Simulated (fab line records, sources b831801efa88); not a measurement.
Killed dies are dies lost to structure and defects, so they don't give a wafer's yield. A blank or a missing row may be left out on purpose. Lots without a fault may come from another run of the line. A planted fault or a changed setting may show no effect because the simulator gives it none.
Split-lot experiment | flow sky130 | 5 lots, 23 wafers read, on a route of 708 steps

THE SPLIT
At SKY_FIELD_ISO_CVD_03 (deposits Si3N4 from DCS/NH3, target thk 165 nm, time 2830 s), the setting time_s was moved away from the recipe's 2830 s on 20 of the 23 wafers read, by -14.0% to +8.2%. The other wafers ran this setting at the recipe's value.

FROM THE SPLIT TO THE READING: what the file shows between them, 1 step
- SKY_FIELD_ISO_ETCH_14: etches BARC in N2/H2, stops on SiO2, time 45.9 s, target depth 60 nm (also split here: ion_energy_ev)

THE READING
oes_product_au, in a.u., at SKY_FIELD_ISO_ETCH_15 (etches the open film in CHF3/O2, stops on Si, target depth 180 nm, time 72 s). Fault-free wafers of this fab line usually give 0.949 a.u., standard deviation 0.0076 a.u..

wafer  | tool, chamber at the split | time_s as run, s | against the recipe | oes_product_au, a.u. | against lot-mates on the recipe
L074.1 | -, -                       | 2435             | -14.0%             | 0.870                | no lot-mate on the recipe
L074.2 | -, -                       | 2435             | -14.0%             | 0.854                | no lot-mate on the recipe
L074.3 | -, -                       | 2435             | -14.0%             | 0.879                | no lot-mate on the recipe
L074.5 | -, -                       | 2435             | -14.0%             | 0.872                | no lot-mate on the recipe
L074.6 | -, -                       | 2435             | -14.0%             | 0.866                | no lot-mate on the recipe
L075.1 | -, -                       | 2437             | -13.9%             | 0.872                | no lot-mate on the recipe
L075.3 | -, -                       | 2437             | -13.9%             | 0.866                | no lot-mate on the recipe
L075.4 | -, -                       | 2437             | -13.9%             | 0.870                | no lot-mate on the recipe
L075.5 | -, -                       | 2437             | -13.9%             | 0.883                | no lot-mate on the recipe
L075.6 | -, -                       | 2437             | -13.9%             | 0.865                | no lot-mate on the recipe
L076.1 | lpcvd-02, 1                | 2830             | recipe             | 0.953                | -
L076.2 | lpcvd-02, 1                | 2830             | recipe             | 0.956                | -
L076.5 | lpcvd-02, 1                | 2830             | recipe             | 0.959                | -
L083.1 | -, -                       | 3063             | +8.2%              | 0.992                | no lot-mate on the recipe
L083.2 | -, -                       | 3063             | +8.2%              | 0.990                | no lot-mate on the recipe
L083.3 | -, -                       | 3063             | +8.2%              | 0.991                | no lot-mate on the recipe
L083.4 | -, -                       | 3063             | +8.2%              | 1.003                | no lot-mate on the recipe
L083.5 | -, -                       | 3063             | +8.2%              | 0.996                | no lot-mate on the recipe
L085.1 | -, -                       | 2612             | -7.7%              | 0.909                | no lot-mate on the recipe
L085.2 | -, -                       | 2612             | -7.7%              | 0.903                | no lot-mate on the recipe
L085.3 | -, -                       | 2612             | -7.7%              | 0.897                | no lot-mate on the recipe
L085.4 | -, -                       | 2612             | -7.7%              | 0.895                | no lot-mate on the recipe
L085.6 | -, -                       | 2612             | -7.7%              | 0.909                | no lot-mate on the recipe

THE FIT
A straight line over all 23 wafers: oes_product_au changes by +0.00572 a.u. for each +1% of time_s; r = +0.99; the points scatter about the line by 0.0071 a.u..
Too few moved wafers have a lot-mate on the recipe to fit a line with each lot's own level taken away.

THE FILE'S OWN FIT
oes_product_au changes by +0.00571 a.u. for each +1% of time_s, r = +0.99.
